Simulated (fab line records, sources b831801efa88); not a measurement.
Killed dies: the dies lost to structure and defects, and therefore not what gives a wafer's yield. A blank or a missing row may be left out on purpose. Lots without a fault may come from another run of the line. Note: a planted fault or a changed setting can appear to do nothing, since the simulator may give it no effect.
Which tool was responsible? / flow sky130 / 13 lots, 39 wafers sampled, at 3 steps of a route of 708

== WHAT THE GAUGES SHOWED, per wafer ==
SKY_LI_CONTACT_THK_MEAS_01.
lot=L368; measured=day 27 17:38; on=filmMetro-03; LI_CONTACT_HDPCVD_THK (nm)=907 926 910
lot=L369; measured=day 28 00:52; on=filmMetro-02; LI_CONTACT_HDPCVD_THK (nm)=916 923 921
lot=L371; measured=day 29 01:22; on=filmMetro-02; LI_CONTACT_HDPCVD_THK (nm)=922 931 918
lot=L372; measured=day 29 04:06; on=filmMetro-01; LI_CONTACT_HDPCVD_THK (nm)=929 929 926
lot=L373; measured=day 29 17:49; on=filmMetro-03; LI_CONTACT_HDPCVD_THK (nm)=913 919 920
lot=L375; measured=day 30 09:50; on=filmMetro-03; LI_CONTACT_HDPCVD_THK (nm)=933 921 931
lot=L380; measured=day 31 23:00; on=filmMetro-02; LI_CONTACT_HDPCVD_THK (nm)=925 924 928
lot=L381; measured=day 32 09:13; on=filmMetro-01; LI_CONTACT_HDPCVD_THK (nm)=936 934 932
lot=L386; measured=day 34 08:52; on=filmMetro-02; LI_CONTACT_HDPCVD_THK (nm)=926 919 921
lot=L387; measured=day 34 13:54; on=filmMetro-03; LI_CONTACT_HDPCVD_THK (nm)=927 924 934
lot=L389; measured=day 35 00:11; on=filmMetro-01; LI_CONTACT_HDPCVD_THK (nm)=918 927 926
lot=L391; measured=day 35 08:37; on=filmMetro-01; LI_CONTACT_HDPCVD_THK (nm)=934 925 938
lot=L390; measured=day 35 11:05; on=filmMetro-02; LI_CONTACT_HDPCVD_THK (nm)=930 929 922

SKY_LI_CONTACT_BOW_MEAS_03.
lot=L368; measured=day 27 17:59; on=filmMetro-03; LI_CONTACT_BOW (um)=60 65 51
lot=L369; measured=day 28 01:14; on=filmMetro-03; LI_CONTACT_BOW (um)=59 63 62
lot=L371; measured=day 29 01:44; on=filmMetro-03; LI_CONTACT_BOW (um)=68 57 60
lot=L372; measured=day 29 04:28; on=filmMetro-02; LI_CONTACT_BOW (um)=71 60 58
lot=L373; measured=day 29 18:11; on=filmMetro-01; LI_CONTACT_BOW (um)=53 51 54
lot=L375; measured=day 30 10:12; on=filmMetro-01; LI_CONTACT_BOW (um)=54 56 50
lot=L380; measured=day 31 23:23; on=filmMetro-02; LI_CONTACT_BOW (um)=48 53 53
lot=L381; measured=day 32 09:35; on=filmMetro-02; LI_CONTACT_BOW (um)=52 56 46
lot=L386; measured=day 34 09:14; on=filmMetro-01; LI_CONTACT_BOW (um)=51 50 61
lot=L387; measured=day 34 14:16; on=filmMetro-01; LI_CONTACT_BOW (um)=57 51 58
lot=L389; measured=day 35 00:33; on=filmMetro-02; LI_CONTACT_BOW (um)=58 57 47
lot=L391; measured=day 35 08:59; on=filmMetro-03; LI_CONTACT_BOW (um)=50 57 65
lot=L390; measured=day 35 11:27; on=filmMetro-02; LI_CONTACT_BOW (um)=64 58 52

== WHICH TOOL RAN EACH LOT (tool, then ch and the chambers of the sampled wafers, then the start) ==
lot=L368; SKY_LDD_N_IMPLANT_09=implanter-02 ch 0, day 17 11:31
lot=L369; SKY_LDD_N_IMPLANT_09=implanter-02 ch 0, day 17 18:08
lot=L371; SKY_LDD_N_IMPLANT_09=implanter-04 ch 0, day 18 20:23
lot=L372; SKY_LDD_N_IMPLANT_09=implanter-02 ch 0, day 18 23:16
lot=L373; SKY_LDD_N_IMPLANT_09=implanter-04 ch 0, day 19 13:32
lot=L375; SKY_LDD_N_IMPLANT_09=implanter-02 ch 0, day 20 09:35
lot=L380; SKY_LDD_N_IMPLANT_09=implanter-02 ch 0, day 22 01:35
lot=L381; SKY_LDD_N_IMPLANT_09=implanter-02 ch 0, day 22 14:52
lot=L386; SKY_LDD_N_IMPLANT_09=implanter-02 ch 0, day 24 19:37
lot=L387; SKY_LDD_N_IMPLANT_09=implanter-01 ch 0, day 25 02:55
lot=L389; SKY_LDD_N_IMPLANT_09=implanter-02 ch 0, day 25 14:07
lot=L391; SKY_LDD_N_IMPLANT_09=implanter-02 ch 0, day 25 19:58
lot=L390; SKY_LDD_N_IMPLANT_09=implanter-04 ch 0, day 26 01:52
- SKY_LDD_N_IMPLANT_09

== AS READ BY THE TOOLS THEMSELVES (means over the sampled wafers that have a number; for cases with no such wafer, the mark the record gives instead) ==
SKY_LDD_N_IMPLANT_09.
lot=L368 tool=implanter-02 doseIonsCm2=7.502e+13
lot=L369 tool=implanter-02 doseIonsCm2=7.500e+13
lot=L371 tool=implanter-04 doseIonsCm2=7.499e+13
lot=L372 tool=implanter-02 doseIonsCm2=7.495e+13
lot=L373 tool=implanter-04 doseIonsCm2=7.498e+13
lot=L375 tool=implanter-02 doseIonsCm2=7.502e+13
lot=L380 tool=implanter-02 doseIonsCm2=7.812e+13
lot=L381 tool=implanter-02 doseIonsCm2=7.820e+13
lot=L386 tool=implanter-02 doseIonsCm2=7.501e+13
lot=L387 tool=implanter-01 doseIonsCm2=7.495e+13
lot=L389 tool=implanter-02 doseIonsCm2=7.498e+13
lot=L391 tool=implanter-02 doseIonsCm2=7.494e+13
lot=L390 tool=implanter-04 doseIonsCm2=7.498e+13

== THE ANSWER, worked out from the rows above alone ==
Rule: the lots themselves supply what counts as usual. Put in order of their means at a reading, lots are off if they are a third of the lots or fewer, leave a main group of 4 or more, and stand apart from it by a gap of 3 or more times the standard deviation of the main group's means; of several such gaps the widest counts. Not used: any main group whose means are identical at the precision the tables above print for the reading. Also off: a lot with no number at a reading for which 4 or more lots have one. The other lots that the step has rows for count as sound. After the gauges, taken in route order, come the tools' own readings; for these a lot's mean is taken, as printed above. The first step at which some lot is off is used, and at that step the reading that is off furthest; a lot without a number counts as furthest.
Off: L380, L381 (SKY_LDD_N_IMPLANT_09, doseIonsCm2). For the main group the mean is 7.498e+13 and the standard deviation 2.7e+10.
A tool fits if, at that step or a process step before it, it ran every lot that is off, and no sound lot after the first of them. None of those tried fits.

== WHAT THE SIMULATOR HAD PUT IN ==
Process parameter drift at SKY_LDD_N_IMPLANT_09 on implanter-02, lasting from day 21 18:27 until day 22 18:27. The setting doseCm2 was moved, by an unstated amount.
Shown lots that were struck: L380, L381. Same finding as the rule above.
